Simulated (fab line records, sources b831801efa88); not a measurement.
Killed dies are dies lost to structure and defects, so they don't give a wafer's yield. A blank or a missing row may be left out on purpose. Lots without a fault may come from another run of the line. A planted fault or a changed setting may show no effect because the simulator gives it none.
A struck lot beside a sound one | flow sky130 | 35 steps out of a route of 708
Sound: wafers L877.3, L877.4, L877.5. Struck: wafer L880.2. (L880.1, L880.3 of the same lot were not struck and are left out.) The cause comes at the end.
At each step with rows: each side's tool, then ch and its chambers, then its first start. Under that, the readings that differ: sound wafers | struck wafers | difference of the means | sigmas: that difference in standard deviations of wafers without a fault.
alike: readings whose means differ by less than 2 such deviations, and words and numbers that are the same on both sides. not compared: withheld readings, readings that some wafer has no value for, bounds like >300 that may hide the same value, and numbers for which the record gives no deviation and whose values overlap.
The two part at a step that has a row with sigmas, a row that says differs or no value, or rows on one side only. Numbers that don't overlap but have no deviation are shown without sigmas and don't part them. A reading that every wafer of one side lacks parts them only if that side has two wafers or more.

first, 5 steps without rows for these wafers: SKY_METAL5_SOFTBAKE_10 (time 60 s); SKY_METAL5_EXPOSE_11 (exposes mask MM5, target cd 1600 nm); SKY_METAL5_PEB_12; SKY_METAL5_DEVELOP_13 (develop time 60 s); SKY_METAL5_DESCUM_14 (chemistry O2, time 11 s).
SKY_METAL5_METAL_ETCH_15: etches the open film in Cl2/BCl3, stops on SiO2, target depth 1260 nm, time 252 s.
  sound on rie_metal-03 ch 0,1, day 44 17:44; struck on rie_metal-01 ch 0, day 45 11:53
  reading                | sound             | struck | difference                   | sigmas
  oes_product_au (a.u.)  | 0.894 0.888 0.901 | 0.884  | -0.010                       | -2
  rf_hours_counter_h (h) | - - -             | 4      | no value on the sound wafers |
  alike: drypump_motor_current_A, throttle_valve_pct
SKY_METAL5_STRIP_16: strips in O2/N2.
  sound on plasma_asher-02 ch 0,1, day 44 17:55; struck on plasma_asher-03 ch 1, day 45 12:07
  reading                | sound | struck | difference                   | sigmas
  rf_hours_counter_h (h) | - - - | 34     | no value on the sound wafers |
  alike: drypump_motor_current_A, oes_product_au, strip_time_to_endpoint_s
then, 3 steps without rows for these wafers: SKY_METAL5_STRIP_17 (strips in post etch residue remover, time 1200 s); SKY_METAL5_CLEAN_18 (cleans in IPA, time 180 s); SKY_METAL5_CLEAN_19 (cleans in O3/DIW).
SKY_PASSIVATION_CVD_00: deposits SiO2, target thk 90 nm.
  sound on pecvd-01 ch 1,2, day 44 18:29; struck on pecvd-01 ch 2, day 45 12:44
  alike: heater_power_w
SKY_PASSIVATION_THK_MEAS_01:
  sound on film_metro-01, day 44 18:32; struck on film_metro-03, day 45 12:46
  alike: PASSIVATION_CVD_00_THK
SKY_PASSIVATION_CVD_02: deposits Si3N4, target thk 540 nm.
  sound on pecvd-04 ch 0,1,2, day 44 18:34; struck on pecvd-03 ch 0, day 45 12:49
  reading                                       | sound             | struck | difference | sigmas
  model.Si3N4_of_PASSIVATION_CVD_02.thk_nm (nm) | 538.9 546.2 545.1 | 730.9  | +187.5     |
  alike: heater_power_w
SKY_PASSIVATION_THK_MEAS_03:
  sound on film_metro-03, day 44 18:49; struck on film_metro-02, day 45 13:03
  reading                     | sound       | struck | difference | sigmas
  PASSIVATION_CVD_02_THK (nm) | 539 547 545 | 731    | +187       | +27
then, 7 steps without rows for these wafers: SKY_PASSIVATION_DEHYDRATE_04 (time 60 s); SKY_PASSIVATION_HMDS_05 (prime time 60 s); SKY_PASSIVATION_COAT_06 (resist thk 3000 nm); SKY_PASSIVATION_SOFTBAKE_07; SKY_PASSIVATION_EXPOSE_08 (exposes mask NSM, target cd 3000 nm); SKY_PASSIVATION_PEB_09; SKY_PASSIVATION_DEVELOP_10 (develop time 60 s).
SKY_PASSIVATION_ETCH_11: etches the open film in CF4/O2, stops on AlCu, target depth 725 nm, time 161.1 s.
  sound on rie_diel-01 ch 0,1,3, day 45 15:57; struck on rie_diel-02 ch 0, day 46 10:19
  reading                                 | sound             | struck | difference | sigmas
  model.PASSIVATION.feature_depth_nm (nm) | 702.6 711.4 709.5 | 721.6  | +13.8      |
  model.etch.depth_nm (nm)                | 702.6 711.4 709.5 | 721.6  | +13.8      |
  alike: drypump_motor_current_A, oes_product_au, throttle_valve_pct
  not compared: rf_hours_counter_h
SKY_PASSIVATION_STRIP_12: strips in O2/N2.
  sound on plasma_asher-04 ch 0,1, day 45 16:05; struck on plasma_asher-01 ch 1, day 46 10:26
  reading                | sound | struck | difference                   | sigmas
  rf_hours_counter_h (h) | - - - | 70     | no value on the sound wafers |
  alike: drypump_motor_current_A, oes_product_au, strip_time_to_endpoint_s
then, 7 steps without rows for these wafers: SKY_PAD_OPEN_DEHYDRATE_00 (time 60 s); SKY_PAD_OPEN_HMDS_01 (prime time 60 s); SKY_PAD_OPEN_COAT_02 (resist thk 3000 nm); SKY_PAD_OPEN_SOFTBAKE_03; SKY_PAD_OPEN_EXPOSE_04 (exposes mask PDM, target cd 60000 nm); SKY_PAD_OPEN_PEB_05; SKY_PAD_OPEN_DEVELOP_06 (develop time 60 s).
SKY_PAD_OPEN_ETCH_07: etches the open film in CF4/O2, stops on AlCu, target depth 725 nm, time 161.1 s.
  sound on rie_diel-01 ch 1,2,3, day 46 13:01; struck on rie_diel-02 ch 0, day 47 07:01
  reading                              | sound             | struck | difference | sigmas
  model.PAD_OPEN.feature_depth_nm (nm) | 702.6 711.4 709.5 | 715.3  | +7.5       |
  model.etch.depth_nm (nm)             | 702.6 711.4 709.5 | 715.3  | +7.5       |
  alike: drypump_motor_current_A, oes_product_au, throttle_valve_pct
  not compared: rf_hours_counter_h
SKY_PAD_OPEN_STRIP_08: strips in O2/N2.
  sound on plasma_asher-02 ch 0,1, day 46 13:10; struck on plasma_asher-02 ch 0, day 47 07:08
  reading                | sound | struck | difference                   | sigmas
  rf_hours_counter_h (h) | - - - | 98     | no value on the sound wafers |
  alike: drypump_motor_current_A, oes_product_au, strip_time_to_endpoint_s
SKY_PAD_OPEN_STRIP_09: strips in post etch residue remover, time 1200 s.
  sound on wet_bench-01 ch 0, day 46 13:14; struck on wet_bench-03 ch 3, day 47 07:14
  reading                                       | sound             | struck | difference | sigmas
  model.Si3N4_of_PASSIVATION_CVD_02.thk_nm (nm) | 538.5 545.8 544.7 | 730.5  | +187.5     |
then, 1 step without rows for these wafers: SKY_PAD_OPEN_CLEAN_10 (cleans in IPA, time 180 s).
SKY_PAD_OPEN_PROBE_99:
  the record has rows for the sound wafers here (prober-01, day 46 15:29) and none for the struck ones

WHERE THEY PART
First at SKY_METAL5_METAL_ETCH_15; last, within this record, at SKY_PAD_OPEN_PROBE_99.

WHY: what the simulator had put in
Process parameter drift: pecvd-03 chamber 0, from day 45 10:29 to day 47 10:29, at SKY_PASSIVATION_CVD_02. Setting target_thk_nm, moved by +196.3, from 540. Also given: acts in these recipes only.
